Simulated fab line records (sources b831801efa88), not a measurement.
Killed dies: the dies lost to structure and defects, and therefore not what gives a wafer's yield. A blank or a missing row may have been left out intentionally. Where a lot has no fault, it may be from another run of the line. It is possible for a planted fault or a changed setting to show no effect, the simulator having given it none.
fab line records + flow sky130
record:
- lots: 6
- wafers: 18
- last_day: 50
route steps=708 shown LDD_LDN@297 SPACER@304 POLY_CUT@307 SD_P@320 PAD_OPEN@708
lots with no fault: from the same line, run without faults
start_h: hours from the record's first day to the start of the lot's first wafer shown + wait_h: hours from the lot's prior step to this one + " the same as in the row above + L1.1+2: a single row standing in for several wafers + - no value, or no start was given + * or withheld: withheld + < > ~ a bound
route shown NAME@n: a module of which the file shows steps, and the number in the route of the first + usual: average and standard deviation across the fault-free wafers + same: alike in all rows + chamber/n: place in a boat + sites: readings site by site + _std_site: how widely they spread, as a standard deviation + _edge_site: mean of outer sites minus mean of inner sites + radius_mm: how far each site lies from the wafer's centre + mask NAME#n: copy n + behind: the last tool/chamber to shape the wafer + hold: what put the lot on hold/how long, in hours/how the hold closed + device: names the non-switching transistor (n, p or np) + end of line: the same wafers' tests at the end of the route + a step with no rows: only its recipe + killed: count of dies lost to structure and defects at first sort (not the wafer's yield) + map: dies across one wafer; x = killed, . = not, _ = none there
set.NAME: the setting as run; set.NAME@STEP: as run at that earlier step + model.NAME: the simulator's own value behind a step, which no gauge read
certain route steps with their lots: each step a table, each wafer a row
services: from which hour (start_h, from the record's first day; less than 0 if before it) a tool's chamber was out of use, for how many hours, and why
== steps ==
step: SKY_LDD_LDN_IMPLANT_08
recipe:
- species: As
- energy_kev: 15
- dose_cm2: 1.25e+13
- tilt_deg: withheld
- rotation_deg: 23
step: SKY_LDD_LDN_IMPLANT_09
recipe:
- species: As
- energy_kev: 15
- dose_cm2: 1.25e+13
- tilt_deg: withheld
- rotation_deg: 113
step: SKY_LDD_LDN_IMPLANT_10
recipe:
- species: As
- energy_kev: 15
- dose_cm2: 1.25e+13
- tilt_deg: withheld
- rotation_deg: 203
step: SKY_LDD_LDN_IMPLANT_11
recipe:
- species: As
- energy_kev: 15
- dose_cm2: 1.25e+13
- tilt_deg: withheld
- rotation_deg: 293
step: SKY_LDD_LDN_STRIP_12
recipe:
- chemistry: O2/N2
- power_w: 1400
- pressure_mtorr: 1500
- platen_temp_c: withheld
- o2_flow_sccm: 3000
- n2_flow_sccm: 300
- overash_fraction: 0.5
usual:
- drypump_motor_current_A: 5.6/0.31
- n2_flow_sccm: 299.9/0.83
- oes_product_au: 0.715/0.005
- strip_time_to_endpoint_s: 14.17/0.045
| lot.wafer | tool            | chamber | start_h | wait_h | drypump_motor_current_A | n2_flow_sccm | oes_product_au | rf_hours_counter_h | strip_time_to_endpoint_s |
|-----------|-----------------|---------|---------|--------|-------------------------|--------------|----------------|--------------------|--------------------------|
| L831.2    | plasma_asher-01 | 1       | 521.89  | 0.1    | 5.3                     | 299.0        | 0.718          | 41                 | 14.19                    |
| L831.4    | "               | 0       | "       | "      | 5.4                     | 300.0        | 0.719          | -                  | 14.17                    |
| L831.6    | "               | 1       | "       | "      | 5.3                     | 299.9        | 0.713          | -                  | 14.19                    |
| L838.1    | plasma_asher-03 | 1       | 611.14  | 0.1    | 5.9                     | 301.4        | 0.713          | 78                 | 14.12                    |
| L838.5    | "               | 0       | "       | "      | 6.2                     | 298.2        | 0.717          | -                  | 14.17                    |
| L838.6    | "               | 1       | "       | "      | 5.9                     | 301.2        | 0.710          | -                  | 14.15                    |
| L842.1    | plasma_asher-01 | 1       | 652.18  | 0.1    | 5.3                     | 299.9        | 0.720          | 55                 | 14.10                    |
| L842.2    | "               | 0       | "       | "      | 5.4                     | 298.5        | 0.713          | 55                 | 14.12                    |
| L842.6    | "               | 0       | "       | "      | 5.4                     | 298.7        | 0.713          | -                  | 14.16                    |
| L844.1    | plasma_asher-01 | 1       | 655.63  | 0.1    | 5.3                     | 300.4        | 0.714          | 55                 | 14.21                    |
| L844.2    | "               | 0       | "       | "      | 5.4                     | 300.6        | 0.708          | 55                 | 14.17                    |
| L844.3    | "               | 0       | "       | "      | 5.4                     | 299.3        | 0.710          | -                  | 14.17                    |
| L851.2    | plasma_asher-04 | 1       | 704.39  | 0.1    | 5.7                     | 298.0        | 0.704          | 106                | 14.10                    |
| L851.4    | "               | 1       | "       | "      | 5.8                     | 298.6        | 0.715          | -                  | 14.13                    |
| L851.5    | "               | 0       | "       | "      | 5.8                     | 300.5        | 0.728          | -                  | 14.16                    |
| L852.2    | plasma_asher-04 | 1       | 709.79  | 0.1    | 5.8                     | 299.5        | 0.722          | 106                | 14.14                    |
| L852.4    | "               | 0       | "       | "      | 5.8                     | 299.3        | 0.711          | -                  | 14.19                    |
| L852.6    | "               | 1       | "       | "      | 5.8                     | 300.8        | 0.714          | -                  | 14.18                    |
step: SKY_LDD_LDN_TW_MEAS_13
usual:
- LDD_LDN_TW: 1487/7.3
| lot.wafer | tool          | chamber | start_h | wait_h | LDD_LDN_TW |
|-----------|---------------|---------|---------|--------|------------|
| L831.2    | film_metro-02 | -       | 522.00  | 0.1    | 1495       |
| L831.4    | "             | -       | "       | "      | 1491       |
| L831.6    | "             | -       | "       | "      | 1484       |
| L838.1    | film_metro-04 | -       | 611.24  | 0.1    | 1486       |
| L838.5    | "             | -       | "       | "      | 1494       |
| L838.6    | "             | -       | "       | "      | 1493       |
| L842.1    | film_metro-02 | -       | 652.28  | 0.1    | 1483       |
| L842.2    | "             | -       | "       | "      | 1490       |
| L842.6    | "             | -       | "       | "      | 1490       |
| L844.1    | film_metro-02 | -       | 655.73  | 0.1    | 1490       |
| L844.2    | "             | -       | "       | "      | 1481       |
| L844.3    | "             | -       | "       | "      | 1485       |
| L851.2    | film_metro-02 | -       | 704.50  | 0.1    | 1485       |
| L851.4    | "             | -       | "       | "      | 1475       |
| L851.5    | "             | -       | "       | "      | 1477       |
| L852.2    | film_metro-02 | -       | 709.90  | 0.1    | 1483       |
| L852.4    | "             | -       | "       | "      | 1483       |
| L852.6    | "             | -       | "       | "      | 1478       |
step: SKY_LDD_LDN_CLEAN_14
recipe:
- chemistry: SC1/SC2
- mix: 1:4:20
- temp_c: 70
- time_s: 150
- dry: n2_spin
step: SKY_SPACER_CVD_00
recipe:
- material: Si3N4
- precursor: DCS/NH3
- target_thk_nm: 43.1
- temp_c: 770
- time_s: 740
- pressure_mtorr: 250
step: SKY_SPACER_THK_MEAS_01
recipe:
- reads: Si3N4_of_SPACER_CVD_00
usual:
- SPACER_CVD_00_THK: 43.4/0.47
| lot.wafer | tool          | chamber | start_h | wait_h | SPACER_CVD_00_THK[nm] |
|-----------|---------------|---------|---------|--------|-----------------------|
| L831.2    | film_metro-01 | -       | 523.34  | 0.0    | 43.7                  |
| L831.4    | "             | -       | "       | "      | 44.1                  |
| L831.6    | "             | -       | "       | "      | 44.0                  |
| L838.1    | film_metro-02 | -       | 614.06  | 0.0    | 44.2                  |
| L838.5    | "             | -       | "       | "      | 44.2                  |
| L838.6    | "             | -       | "       | "      | 44.2                  |
| L842.1    | film_metro-03 | -       | 654.56  | 0.0    | 43.1                  |
| L842.2    | "             | -       | "       | "      | 43.2                  |
| L842.6    | "             | -       | "       | "      | 43.0                  |
| L844.1    | film_metro-01 | -       | 657.95  | 0.0    | 43.5                  |
| L844.2    | "             | -       | "       | "      | 43.7                  |
| L844.3    | "             | -       | "       | "      | 43.4                  |
| L851.2    | film_metro-02 | -       | 708.69  | 0.0    | 42.6                  |
| L851.4    | "             | -       | "       | "      | 42.5                  |
| L851.5    | "             | -       | "       | "      | 42.6                  |
| L852.2    | film_metro-03 | -       | 713.44  | 0.0    | 42.9                  |
| L852.4    | "             | -       | "       | "      | 42.9                  |
| L852.6    | "             | -       | "       | "      | 43.1                  |
step: SKY_SPACER_ETCHBACK_02
recipe:
- chemistry: CH3F/O2
- target: Si3N4
- stop_on: SiO2
- source_w: 400
- bias_w: 80
- pressure_mtorr: 25
- ch3f_flow_sccm: 40
- O2_flow_sccm: 30
- time_s: 46.7
- target_depth_a: 450
usual:
- drypump_motor_current_A: 5.8/0.49
- oes_product_au: 0.858/0.0069
- throttle_valve_pct: 10.563/0.0096
| lot.wafer | tool        | chamber | start_h | wait_h | drypump_motor_current_A | oes_product_au | rf_hours_counter_h | throttle_valve_pct |
|-----------|-------------|---------|---------|--------|-------------------------|----------------|--------------------|--------------------|
| L831.2    | rie_diel-01 | 1       | 523.39  | 0.0    | 6.0                     | 0.867          | 8                  | 10.557             |
| L831.4    | "           | 0       | "       | "      | 5.4                     | 0.866          | 3                  | 10.582             |
| L831.6    | "           | 2       | "       | "      | 5.1                     | 0.861          | -                  | 10.562             |
| L838.1    | rie_diel-04 | 1       | 614.12  | 0.1    | 5.7                     | 0.873          | 5                  | 10.555             |
| L838.5    | "           | 3       | "       | "      | 6.6                     | 0.869          | -                  | 10.564             |
| L838.6    | "           | 2       | "       | "      | 5.6                     | 0.866          | -                  | 10.568             |
| L842.1    | rie_diel-01 | 3       | 654.62  | 0.1    | 5.7                     | 0.865          | 6                  | 10.579             |
| L842.2    | "           | 2       | "       | "      | 5.2                     | 0.860          | 12                 | 10.556             |
| L842.6    | "           | 3       | "       | "      | 5.7                     | 0.853          | -                  | 10.554             |
| L844.1    | rie_diel-02 | 0       | 658.01  | 0.1    | 6.2                     | 0.865          | 65                 | 10.563             |
| L844.2    | "           | 1       | "       | "      | 6.1                     | 0.859          | 7                  | 10.569             |
| L844.3    | "           | 0       | "       | "      | 6.3                     | 0.864          | -                  | 10.561             |
| L851.2    | rie_diel-01 | 1       | 708.74  | 0.0    | 6.0                     | 0.854          | 12                 | 10.540             |
| L851.4    | "           | 0       | "       | "      | 5.4                     | 0.852          | -                  | 10.571             |
| L851.5    | "           | 3       | "       | "      | 5.6                     | 0.846          | -                  | 10.557             |
| L852.2    | rie_diel-04 | 2       | 713.49  | 0.0    | 5.6                     | 0.853          | 14                 | 10.565             |
| L852.4    | "           | 0       | "       | "      | 4.9                     | 0.855          | 7                  | 10.549             |
| L852.6    | "           | 1       | "       | "      | 5.7                     | 0.861          | -                  | 10.561             |
step: SKY_POLY_CUT_DEHYDRATE_00
recipe:
- temp_c: 200
- time_s: 60
step: SKY_POLY_CUT_HMDS_01
recipe:
- prime_time_s: 60
- prime_temp_c: 120
step: SKY_POLY_CUT_COAT_02
recipe:
- resist: BARC
- temp_c: withheld
- time_s: withheld
- spin_rpm: 3000
- resist_thk_nm: 60
| lot.wafer  | tool           | chamber | start_h | wait_h |
|------------|----------------|---------|---------|--------|
| L831.2+4+6 | litho_track-04 | 0       | 537.83  | 0.1    |
| L838.1+5+6 | litho_track-02 | 0       | 628.62  | 0.1    |
| L842.1+2+6 | litho_track-02 | 0       | 668.32  | 0.1    |
| L844.1+2+3 | litho_track-02 | 0       | 671.52  | 0.1    |
| L851.2+4+5 | litho_track-03 | 0       | 722.52  | 0.1    |
| L852.2+4+6 | litho_track-04 | 0       | 726.88  | 0.1    |
step: SKY_POLY_CUT_COAT_03
recipe:
- resist: KrF-thick
- spin_rpm: 3000
- resist_thk_nm: 450
step: SKY_POLY_CUT_SOFTBAKE_04
recipe:
- temp_c: 100
- time_s: 90
- resist: KrF-thick
step: SKY_POLY_CUT_EXPOSE_05
recipe:
- mask_id: NPCM
- na: 0.8
- source_shape: annular
- sigma_inner: 0.55
- sigma_outer: 0.85
- target_cd_nm: 270
- dose_mj: 32
step: SKY_POLY_CUT_PEB_06
recipe:
- peb_temp_c: withheld
- peb_time_s: withheld
- resist: KrF-thick
step: SKY_POLY_CUT_DEVELOP_07
recipe:
- develop_time_s: 60
- resist: KrF-thick
- dev_temp_c: 21
step: SKY_POLY_CUT_CD_MEAS_08
recipe:
- target_cd_nm: 270
usual:
- cd_nm: 269.8/1.3
| lot.wafer | tool      | chamber | start_h | wait_h | cd_nm |
|-----------|-----------|---------|---------|--------|-------|
| L831.2    | cd_sem-02 | -       | 553.44  | -      | 268.4 |
| L831.4    | "         | -       | "       | "      | 268.3 |
| L831.6    | "         | -       | "       | "      | 268.7 |
| L838.1    | cd_sem-01 | -       | 642.67  | -      | 270.6 |
| L838.5    | "         | -       | "       | "      | 269.6 |
| L838.6    | "         | -       | "       | "      | 269.7 |
| L842.1    | cd_sem-02 | -       | 682.97  | -      | 268.8 |
| L842.2    | "         | -       | "       | "      | 268.6 |
| L842.6    | "         | -       | "       | "      | 268.7 |
| L844.1    | cd_sem-02 | -       | 686.85  | -      | 270.0 |
| L844.2    | "         | -       | "       | "      | 269.1 |
| L844.3    | "         | -       | "       | "      | 268.9 |
| L851.2    | cd_sem-02 | -       | 736.32  | -      | 272.4 |
| L851.4    | "         | -       | "       | "      | 270.6 |
| L851.5    | "         | -       | "       | "      | 270.3 |
| L852.2    | cd_sem-02 | -       | 740.42  | -      | 270.4 |
| L852.4    | "         | -       | "       | "      | 270.3 |
| L852.6    | "         | -       | "       | "      | 271.4 |
step: SKY_POLY_CUT_OVL_MEAS_09
usual:
- POLY_CUT_OVL: 1/4.2
| lot.wafer | tool       | chamber | start_h | wait_h | POLY_CUT_OVL[nm] |
|-----------|------------|---------|---------|--------|------------------|
| L831.2    | overlay-01 | -       | 553.55  | 0.1    | 3                |
| L831.4    | "          | -       | "       | "      | -1               |
| L831.6    | "          | -       | "       | "      | 0                |
| L838.1    | overlay-01 | -       | 642.79  | 0.1    | 0                |
| L838.5    | "          | -       | "       | "      | 2                |
| L838.6    | "          | -       | "       | "      | 0                |
| L842.1    | overlay-01 | -       | 683.09  | 0.1    | -8               |
| L842.2    | "          | -       | "       | "      | -2               |
| L842.6    | "          | -       | "       | "      | -3               |
| L844.1    | overlay-01 | -       | 686.97  | 0.1    | -5               |
| L844.2    | "          | -       | "       | "      | 2                |
| L844.3    | "          | -       | "       | "      | -3               |
| L851.2    | overlay-02 | -       | 736.43  | 0.1    | -2               |
| L851.4    | "          | -       | "       | "      | -1               |
| L851.5    | "          | -       | "       | "      | 2                |
| L852.2    | overlay-02 | -       | 740.52  | 0.1    | 2                |
| L852.4    | "          | -       | "       | "      | -3               |
| L852.6    | "          | -       | "       | "      | 8                |
step: SKY_POLY_CUT_ETCH_10
recipe:
- chemistry: N2/H2
- target: BARC
- ion_energy_ev: 200
- source_w: 500
- bias_w: 100
- pressure_mtorr: 30
- n2_flow_sccm: 100
- h2_flow_sccm: 200
- stop_on: SiO2
- time_s: 45.9
- target_depth_a: 600
usual:
- drypump_motor_current_A: 5.7/0.45
- n2_flow_sccm: 100.0/0.34
- oes_product_au: 0.855/0.0052
- throttle_valve_pct: 13.225/0.0099
| lot.wafer | tool        | chamber | start_h | wait_h | drypump_motor_current_A | n2_flow_sccm | oes_product_au | rf_hours_counter_h | throttle_valve_pct | model.etch.depth_nm |
|-----------|-------------|---------|---------|--------|-------------------------|--------------|----------------|--------------------|--------------------|---------------------|
| L831.2    | rie_diel-01 | 2       | 553.58  | 0.0    | 5.2                     | 99.9         | 0.849          | 10                 | 13.221             | 60.12               |
| L831.4    | "           | 0       | "       | "      | 5.4                     | 99.9         | 0.858          | 3                  | 13.219             | 59.97               |
| L831.6    | "           | 3       | "       | "      | 5.6                     | 100.0        | 0.860          | -                  | 13.216             | 60.07               |
| L838.1    | rie_diel-03 | 0       | 642.83  | 0.0    | 5.9                     | 99.5         | 0.860          | 9                  | 13.232             | 60.1                |
| L838.5    | "           | 2       | "       | "      | 5.4                     | 100.4        | 0.857          | -                  | 13.237             | 59.96               |
| L838.6    | "           | 3       | "       | "      | 5.7                     | 99.9         | 0.855          | -                  | 13.224             | 60                  |
| L842.1    | rie_diel-03 | 0       | 683.13  | 0.0    | 5.9                     | 99.6         | 0.898          | 11                 | 13.226             | 65.7                |
| L842.2    | "           | 3       | "       | "      | 5.8                     | 99.9         | 0.906          | 3                  | 13.233             | 65.75               |
| L842.6    | "           | 2       | "       | "      | 5.5                     | 99.7         | 0.908          | -                  | 13.221             | 65.76               |
| L844.1    | rie_diel-03 | 2       | 687.01  | 0.0    | 5.5                     | 99.7         | 0.894          | 35                 | 13.232             | 65.67               |
| L844.2    | "           | 0       | "       | "      | 5.9                     | 100.3        | 0.901          | 11                 | 13.241             | 65.82               |
| L844.3    | "           | 1       | "       | "      | 5.7                     | 99.6         | 0.901          | 36                 | 13.230             | 65.77               |
| L851.2    | rie_diel-01 | 1       | 736.46  | 0.0    | 6.0                     | 99.6         | 0.857          | 13                 | 13.209             | 59.85               |
| L851.4    | "           | 3       | "       | "      | 5.6                     | 100.8        | 0.869          | 9                  | 13.218             | 60.05               |
| L851.5    | "           | 0       | "       | "      | 5.4                     | 99.8         | 0.861          | -                  | 13.228             | 60.01               |
| L852.2    | rie_diel-01 | 3       | 740.55  | 0.0    | 5.6                     | 99.8         | 0.857          | 9                  | 13.238             | 59.89               |
| L852.4    | "           | 0       | "       | "      | 5.4                     | 100.1        | 0.849          | 7                  | 13.246             | 59.58               |
| L852.6    | "           | 3       | "       | "      | 5.6                     | 99.8         | 0.847          | -                  | 13.225             | 59.51               |
step: SKY_POLY_CUT_ETCH_11
recipe:
- target: Si3N4
- chemistry: CF4/CH2F2/Ar
- stop_on: poly-Si
- source_w: 600
- bias_w: 150
- pressure_mtorr: 40
- cf4_flow_sccm: 40
- ch2f2_flow_sccm: 20
- Ar_flow_sccm: 150
- time_s: 42.5
- target_depth_a: 600
usual:
- ch2f2_flow_sccm: 20.00/0.059
- drypump_motor_current_A: 5.7/0.45
- oes_product_au: 0.830/0.0074
- throttle_valve_pct: 14.993/0.0096
| lot.wafer | tool        | chamber | start_h | wait_h | ch2f2_flow_sccm | drypump_motor_current_A | oes_product_au | rf_hours_counter_h | throttle_valve_pct |
|-----------|-------------|---------|---------|--------|-----------------|-------------------------|----------------|--------------------|--------------------|
| L831.2    | rie_diel-01 | 2       | 553.62  | 0.0    | 20.04           | 5.2                     | 0.828          | 10                 | 15.003             |
| L831.4    | "           | 0       | "       | "      | 19.98           | 5.4                     | 0.838          | 3                  | 14.993             |
| L831.6    | "           | 3       | "       | "      | 20.09           | 5.7                     | 0.843          | -                  | 14.998             |
| L838.1    | rie_diel-03 | 0       | 642.87  | 0.0    | 20.03           | 5.8                     | 0.835          | 9                  | 14.995             |
| L838.5    | "           | 2       | "       | "      | 19.98           | 5.4                     | 0.828          | -                  | 15.003             |
| L838.6    | "           | 3       | "       | "      | 19.93           | 5.8                     | 0.821          | -                  | 14.984             |
| L842.1    | rie_diel-03 | 0       | 683.17  | 0.0    | 20.01           | 5.8                     | 0.839          | 11                 | 15.012             |
| L842.2    | "           | 3       | "       | "      | 20.07           | 5.8                     | 0.845          | 3                  | 14.992             |
| L842.6    | "           | 2       | "       | "      | 20.05           | 5.4                     | 0.841          | -                  | 14.990             |
| L844.1    | rie_diel-03 | 2       | 687.05  | 0.0    | 20.04           | 5.4                     | 0.834          | 35                 | 14.991             |
| L844.2    | "           | 0       | "       | "      | 20.03           | 5.8                     | 0.818          | 11                 | 15.026             |
| L844.3    | "           | 1       | "       | "      | 20.03           | 5.7                     | 0.830          | 36                 | 14.990             |
| L851.2    | rie_diel-01 | 1       | 736.50  | 0.0    | 19.94           | 6.0                     | 0.843          | 13                 | 15.002             |
| L851.4    | "           | 3       | "       | "      | 20.07           | 5.6                     | 0.837          | 9                  | 14.986             |
| L851.5    | "           | 0       | "       | "      | 20.13           | 5.4                     | 0.836          | -                  | 14.989             |
| L852.2    | rie_diel-01 | 3       | 740.60  | 0.0    | 20.04           | 5.6                     | 0.825          | 9                  | 14.982             |
| L852.4    | "           | 0       | "       | "      | 20.02           | 5.4                     | 0.828          | 7                  | 14.987             |
| L852.6    | "           | 3       | "       | "      | 19.99           | 5.7                     | 0.841          | -                  | 15.012             |
step: SKY_POLY_CUT_STRIP_12
recipe:
- chemistry: O2/N2
- power_w: 1400
- pressure_mtorr: 1500
- platen_temp_c: withheld
- o2_flow_sccm: 3000
- n2_flow_sccm: 300
- overash_fraction: 0.5
usual:
- drypump_motor_current_A: 5.4/0.43
- n2_flow_sccm: 300.0/1.1
- oes_product_au: 0.452/0.0046
- strip_time_to_endpoint_s: 5.354/0.015
| lot.wafer | tool            | chamber | start_h | wait_h | drypump_motor_current_A | n2_flow_sccm | oes_product_au | rf_hours_counter_h | strip_time_to_endpoint_s |
|-----------|-----------------|---------|---------|--------|-------------------------|--------------|----------------|--------------------|--------------------------|
| L831.2    | plasma_asher-02 | 0       | 553.66  | 0.0    | 5.7                     | 300.8        | 0.456          | 11                 | 5.344                    |
| L831.4    | "               | 0       | "       | "      | 5.7                     | 301.0        | 0.455          | -                  | 5.374                    |
| L831.6    | "               | 1       | "       | "      | 4.7                     | 300.2        | 0.442          | -                  | 5.358                    |
| L838.1    | plasma_asher-02 | 1       | 642.91  | 0.0    | 4.7                     | 299.3        | 0.452          | 21                 | 5.350                    |
| L838.5    | "               | 0       | "       | "      | 5.7                     | 300.7        | 0.458          | -                  | 5.365                    |
| L838.6    | "               | 1       | "       | "      | 4.7                     | 299.3        | 0.447          | -                  | 5.367                    |
| L842.1    | plasma_asher-01 | 1       | 683.21  | 0.0    | 5.3                     | 301.2        | 0.451          | 59                 | 5.425                    |
| L842.2    | "               | 0       | "       | "      | 5.4                     | 299.6        | 0.459          | 59                 | 5.421                    |
| L842.6    | "               | 1       | "       | "      | 5.3                     | 300.6        | 0.459          | -                  | 5.409                    |
| L844.1    | plasma_asher-02 | 0       | 687.09  | 0.0    | 5.7                     | 298.5        | 0.459          | 26                 | 5.447                    |
| L844.2    | "               | 1       | "       | "      | 4.7                     | 301.4        | 0.456          | 26                 | 5.418                    |
| L844.3    | "               | 0       | "       | "      | 5.7                     | 298.5        | 0.449          | -                  | 5.414                    |
| L851.2    | plasma_asher-03 | 0       | 736.54  | 0.0    | 6.2                     | 302.6        | 0.459          | 83                 | 5.349                    |
| L851.4    | "               | 1       | "       | "      | 5.9                     | 298.1        | 0.456          | -                  | 5.352                    |
| L851.5    | "               | 1       | "       | "      | 5.9                     | 297.6        | 0.458          | -                  | 5.356                    |
| L852.2    | plasma_asher-02 | 1       | 740.64  | 0.0    | 4.7                     | 300.1        | 0.456          | 33                 | 5.329                    |
| L852.4    | "               | 0       | "       | "      | 5.7                     | 301.0        | 0.457          | -                  | 5.322                    |
| L852.6    | "               | 0       | "       | "      | 5.7                     | 300.2        | 0.450          | -                  | 5.338                    |
step: SKY_SD_P_DEHYDRATE_00
recipe:
- temp_c: 200
- time_s: 60
step: SKY_PAD_OPEN_PROBE_99
usual:
- killed_at_M0_to_M3: 43/7.8
- killed_at_M4_up: 3.2/1.7
- killed_at_contacts: 24/5.2
- killed_at_front_end: 15/4.5
- killed_at_other: 0.4/0.65
- killed_dies: 87/9.1
- killed_open: 47/7.3
- killed_short: 40/6.5
same:
- gross_dies: 492
- killed_at_back_side: 0
| lot.wafer | tool      | chamber | start_h | wait_h | killed_at_M0_to_M3 | killed_at_M4_up | killed_at_contacts | killed_at_front_end | killed_at_other | killed_dies | killed_open | killed_short |
|-----------|-----------|---------|---------|--------|--------------------|-----------------|--------------------|---------------------|-----------------|-------------|-------------|--------------|
| L844.1    | prober-01 | -       | 1162.29 | 0.1    | 48                 | 2               | 15                 | 15                  | 1               | 81          | 40          | 41           |
| L844.2    | prober-01 | -       | 1162.34 | 0.1    | 55                 | 3               | 23                 | 13                  | 0               | 94          | 57          | 37           |
| L844.3    | prober-01 | -       | 1162.39 | 0.2    | 52                 | 4               | 24                 | 12                  | 0               | 92          | 59          | 33           |
killed by level:class
L844.1 VIA1:geometric_particle:open=11 METAL1:geometric_particle:short=10 VIA2:geometric_particle:short=6 VIA3:geometric_particle:open=6 METAL2:geometric_particle:short=6 CONTACT:geometric_particle:open=5 FIELD_ISO:geometric_particle:short=4 POLY_GATE:geometric_particle:open=4
L844.2 VIA3:geometric_particle:open=12 VIA2:geometric_particle:open=11 VIA1:geometric_particle:open=9 CONTACT:geometric_particle:open=8 LI_CONTACT:geometric_particle:open=7 VIA1:geometric_particle:short=7 LOCAL_INTERCONNECT:geometric_particle:short=6 METAL2:geometric_particle:short=4
L844.3 CONTACT:geometric_particle:open=11 VIA1:geometric_particle:open=11 VIA2:geometric_particle:open=11 METAL2:geometric_particle:short=6 VIA3:geometric_particle:open=6 VIA1:geometric_particle:short=5 LI_CONTACT:geometric_particle:open=5 METAL1:geometric_particle:short=4
== services ==
| tool            | chamber | start_h | hours | kind                      |
|-----------------|---------|---------|-------|---------------------------|
| rie_diel-03     | 3       | 505.00  | 23.4  | repair                    |
| plasma_asher-02 | -       | 506.82  | 0.8   | repair                    |
| rie_diel-04     | 0       | 542.21  | 10.9  | repair                    |
| plasma_asher-02 | -       | 547.54  | 4.0   | repair                    |
| plasma_asher-03 | -       | 622.40  | 82.2  | repair                    |
| rie_diel-02     | 2       | 629.45  | 20.4  | repair                    |
| rie_diel-02     | 3       | 634.84  | 6.0   | repair                    |
| rie_diel-01     | 0       | 635.23  | 5.8   | repair                    |
| rie_diel-01     | -       | 636.04  | 2.8   | pm                        |
| rie_diel-04     | 1       | 642.08  | 8.2   | repair                    |
| litho_track-03  | -       | 646.23  | -     | consumable_replace:filter |
| rie_diel-01     | 0       | 646.89  | 18.4  | repair                    |
| rie_diel-02     | 2       | 649.90  | -     | clean                     |
| rie_diel-02     | 2       | 649.90  | 19.8  | scheduled_down            |
| rie_diel-02     | 2       | 649.90  | 19.8  | vent_cycle                |
| rie_diel-02     | 3       | 650.54  | 15.5  | repair                    |
| rie_diel-04     | 2       | 658.31  | 6.6   | repair                    |
| rie_diel-01     | 2       | 686.71  | 35.9  | repair                    |
| plasma_asher-01 | -       | 710.08  | 14.6  | pm                        |
| rie_diel-01     | 0       | 720.45  | 3.4   | repair                    |
| plasma_asher-04 | -       | 733.75  | 9.0   | pm                        |
| plasma_asher-04 | 0       | 733.75  | 9.0   | vent_cycle                |
| plasma_asher-04 | 1       | 733.75  | 9.0   | vent_cycle                |
| rie_diel-03     | -       | 735.82  | 14.6  | pm                        |
== key ==
first_sign:
- step: SKY_POLY_CUT_ETCH_10
- reading: oes_product_au
- direction: up
- sigmas: 9
- usual: 0.855
- struck: 0.901
effect:
- step: SKY_POLY_CUT_STRIP_12
- reading: strip_time_to_endpoint_s
- direction: up
- sigmas: 4.4
- usual: *
- struck: *
model_effect:
- step: SKY_POLY_CUT_ETCH_10
- value: etch.depth_nm
- without: 60.23
- struck: 65.75
met_at SKY_POLY_CUT_COAT_02
struck_wafers L842.1,L842.2,L842.6,L844.1,L844.2,L844.3
tester_left_out L842,L844
onset_between 628.62 668.32
also_fits SKY_LDD_LDN_STRIP_12:plasma_asher-01,SKY_POLY_CUT_ETCH_10:rie_diel-03
fault:
- kind: process_parameter_drift
- tool: litho_track-02
- chamber: -
- onset_h: 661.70
- steps: SKY_POLY_CUT_COAT_02
- channel: resist_thk_nm
- offset: 5.4972
- shape: step
- end_h: 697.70
- acts_in: these_recipes_only
- stated: 60
tester_left_out: of these lots the tester's yield and bins aren't shown, on N5 and GAA mostly nor the transistor test; their killed dies are dies lost to structure and defects alone, not to doping, threshold or leakage, so they don't give the yield
